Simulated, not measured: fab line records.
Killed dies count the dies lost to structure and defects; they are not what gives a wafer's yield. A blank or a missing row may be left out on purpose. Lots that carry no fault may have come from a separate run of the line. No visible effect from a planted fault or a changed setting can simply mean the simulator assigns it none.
Struck lot and sound lot, side by side | flow sfq line | 42 steps out of a route of 325
Sound: the wafers L138.3, L138.4, L138.6. Struck: wafer L141.5 (left out: L141.6, a lot-mate that was not struck); the cause follows at the end.
At each step with rows: each side's tool, then ch and its chambers, then its first start. Under that, the readings that differ: sound wafers | struck wafers | difference of the means | sigmas: that difference in standard deviations of wafers without a fault.
alike: same words and numbers on both sides, and readings whose means sit less than 2 such deviations apart. not compared: any withheld reading, any reading some wafer has no value for, any bound like >300 that may hide the same value, and any number with overlapping values for which the record gives no deviation.
Wherever a step has rows on one side only, a row that says differs or no value, or a row with sigmas, the two part there. Numbers that don't overlap but have no deviation are shown without sigmas and don't part them. A reading that every wafer of one side lacks parts them only if that side has two wafers or more.

first, 3 steps without rows for these wafers: SFQ_TRILAYER_M5_LITHO_EXPOSE_124 (exposes mask M5, target cd 700 nm); SFQ_TRILAYER_M5_LITHO_PEB_126 (peb time 60 s); SFQ_TRILAYER_M5_LITHO_DEVELOP_125 (time 60 s).
SFQ_M5_OVL_MEAS_932:
  sound on overlay-01 at day 65 14:07; struck on overlay-02 at day 66 16:32
  alike: M5_OVL
then, 4 steps without rows for these wafers: SFQ_TRILAYER_M5_BARC_OPEN_METAL_ETCH_161 (etches BARC in O2, target depth 125 nm, time 41.7 s); SFQ_TRILAYER_M5_ETCH_METAL_ETCH_126 (etches Nb in Cl2/BCl3, stops on SiO2, time 203.2 s, target depth 265 nm); SFQ_TRILAYER_M5_STRIP_STRIP_127 (strips in O2); SFQ_TRILAYER_M5_STRIP_SOLV_CLEAN_128 (cleans in NMP, time 600 s).
SFQ_TRILAYER_A5B_DEP_PECVD_129: deposits SiO2 from SiH4/N2O, time 133.33 s, target thk 600 nm.
  sound on pecvd-01 ch 0,2, day 65 15:10; struck on pecvd-01 ch 2, day 66 17:37
  alike: heater power w, showerhead vpp V, throttle valve pct
then, 3 steps without rows for these wafers: SFQ_TRILAYER_A5B_CMP_CMP_130 (polishes, stops on Nb, target thk 340.7 nm); SFQ_TRILAYER_A5B_METRO_MEASURE_131; SFQ_TRILAYER_R5_DEP_SPUTTER_132 (material Ti, target thk 5 nm, time 5 s).
SFQ_TRILAYER_R5_DEP_SPUTTER_133: material MoNx, target thk 40 nm, time 66.7 s.
  sound on pvd sputter-03 at day 65 21:10; struck on pvd sputter-03 at day 66 23:49
  reading                                               | sound             | struck | difference | sigmas
  model.MoNx_of_TRILAYER_R5_DEP_SPUTTER_133.thk nm (nm) | 40.16 39.77 39.81 | 33.77  | -6.14      |
  alike: throttle valve pct
SFQ_TRILAYER_R5_DEP_SPUTTER_134: material Ti, target thk 5 nm, time 5 s.
  sound on pvd sputter-03 at day 65 21:13; struck on pvd sputter-03 at day 66 23:51
  alike: throttle valve pct
SFQ_R5_RS_MEAS_933: measures by four-point-probe.
  sound on film metro-02 at day 65 21:17; struck on film metro-01 at day 67 00:13
  reading             | sound          | struck | difference | sigmas
  R5_MONX_RS (ohm/sq) | 7.00 7.06 7.05 | 8.31   | +1.27      | +15
  not compared: hold
SFQ_R5_THK_MEAS_934: measures by xrf.
  sound on film metro-02 at day 65 21:23; struck on film metro-01 at day 67 03:09
  reading          | sound          | struck | difference | sigmas
  R5_MONX_THK (nm) | 39.6 39.4 39.3 | 33.4   | -6.0       | -12
  not compared: hold
then, 5 steps without rows for these wafers: SFQ_TRILAYER_R5_LITHO_COAT_136 (resist thk 600 nm); SFQ_TRILAYER_R5_LITHO_SOFTBAKE_140; SFQ_TRILAYER_R5_LITHO_EXPOSE_137 (exposes mask R5, target cd 500 nm); SFQ_TRILAYER_R5_LITHO_PEB_139 (peb time 60 s); SFQ_TRILAYER_R5_LITHO_DEVELOP_138 (time 60 s).
SFQ_R5_OVL_MEAS_935:
  sound on overlay-01 at day 66 01:01; struck on overlay-01 at day 67 18:51
  alike: R5_OVL
SFQ_TRILAYER_R5_BARC_OPEN_METAL_ETCH_177: etches BARC in O2, target depth 125 nm, time 41.7 s.
  sound on rie metal-01 ch 0,1, day 66 01:03; struck on rie metal-03 ch 0, day 67 18:54
  reading                     | sound          | struck | difference | sigmas
  drypump motor current A (A) | 6.07 5.98 5.96 | 6.66   | +0.66      | +2
  alike: oes product au
  not compared: rf hours counter h
then, 10 steps without rows for these wafers: SFQ_TRILAYER_R5_ETCH_METAL_ETCH_139 (etches the open film in Cl2, stops on SiO2, target depth 60 nm, time 40 s); SFQ_TRILAYER_R5_STRIP_STRIP_140 (strips in O2); SFQ_TRILAYER_R5_STRIP_SOLV_CLEAN_141 (cleans in NMP, time 600 s); SFQ_TRILAYER_A5C_DEP_PECVD_142 (deposits SiO2 from SiH4/N2O, time 15.556 s, target thk 70 nm); SFQ_TRILAYER_I5_LITHO_COAT_149 (resist thk 62 nm); SFQ_TRILAYER_I5_LITHO_COAT_144 (resist thk 650 nm); SFQ_TRILAYER_I5_LITHO_SOFTBAKE_148; SFQ_TRILAYER_I5_LITHO_EXPOSE_145 (exposes mask I5, target cd 700 nm); SFQ_TRILAYER_I5_LITHO_PEB_147 (peb time 60 s); SFQ_TRILAYER_I5_LITHO_DEVELOP_146 (time 60 s).
-- the record jumps here: 4 days lie between the struck wafers' starts before and after --
SFQ_I5_OVL_MEAS_936:
  sound on overlay-01 at day 66 09:25; struck on overlay-02 at day 71 19:18
  alike: I5_OVL
SFQ_TRILAYER_I5_BARC_OPEN_VIA_ETCH_200: etches BARC in O2, target depth 125 nm, time 41.7 s.
  sound on rie diel-01 ch 0,2,3, day 66 09:26; struck on rie diel-01 ch 2, day 71 19:20
  alike: drypump motor current A, oes product au
  not compared: rf hours counter h
SFQ_TRILAYER_I5_ETCH_VIA_ETCH_147: etches the open film in CHF3, stops on Nb, target depth 360 nm.
  sound on rie diel-01 ch 0,2,3, day 66 09:28; struck on rie diel-01 ch 2, day 71 19:26
  alike: drypump motor current A, oes product au
then, 5 steps without rows for these wafers: SFQ_TRILAYER_I5_STRIP_STRIP_148 (strips in O2); SFQ_TRILAYER_I5_STRIP_SOLV_CLEAN_149 (cleans in NMP, time 600 s); SFQ_TRILAYER_C5_LITHO_COAT_156 (resist thk 62 nm); SFQ_TRILAYER_C5_LITHO_COAT_151 (resist thk 650 nm); SFQ_TRILAYER_C5_LITHO_SOFTBAKE_155.
-- the record jumps here: 9 days lie between the struck wafers' starts before and after --
SFQ_M8_BOW_MEAS_951:
  sound on film metro-03 at day 80 14:57; struck on film metro-03 at day 81 05:23
  reading                 | sound             | struck | difference | sigmas
  model.etest.r5.ohm um   | 13.99 14.19 14.22 | 16.7   | +2.6       |
  model.etest.r5.ohm sq   | 7.024 7.094 7.087 | 8.353  | +1.285     |
  model.etest.c5.link ohm | 7.995 8.07 8.065  | 9.302  | +1.259     |
  alike: M8_BOW

## WHERE THEY PART
Last at SFQ_TRILAYER_R5_BARC_OPEN_METAL_ETCH_177 as far as this record goes, first at SFQ_R5_RS_MEAS_933. Later steps at which nothing parts them and some readings are alike: SFQ_I5_OVL_MEAS_936, SFQ_TRILAYER_I5_BARC_OPEN_VIA_ETCH_200, SFQ_TRILAYER_I5_ETCH_VIA_ETCH_147, SFQ_M8_BOW_MEAS_951.

WHY: the cause the simulator had injected
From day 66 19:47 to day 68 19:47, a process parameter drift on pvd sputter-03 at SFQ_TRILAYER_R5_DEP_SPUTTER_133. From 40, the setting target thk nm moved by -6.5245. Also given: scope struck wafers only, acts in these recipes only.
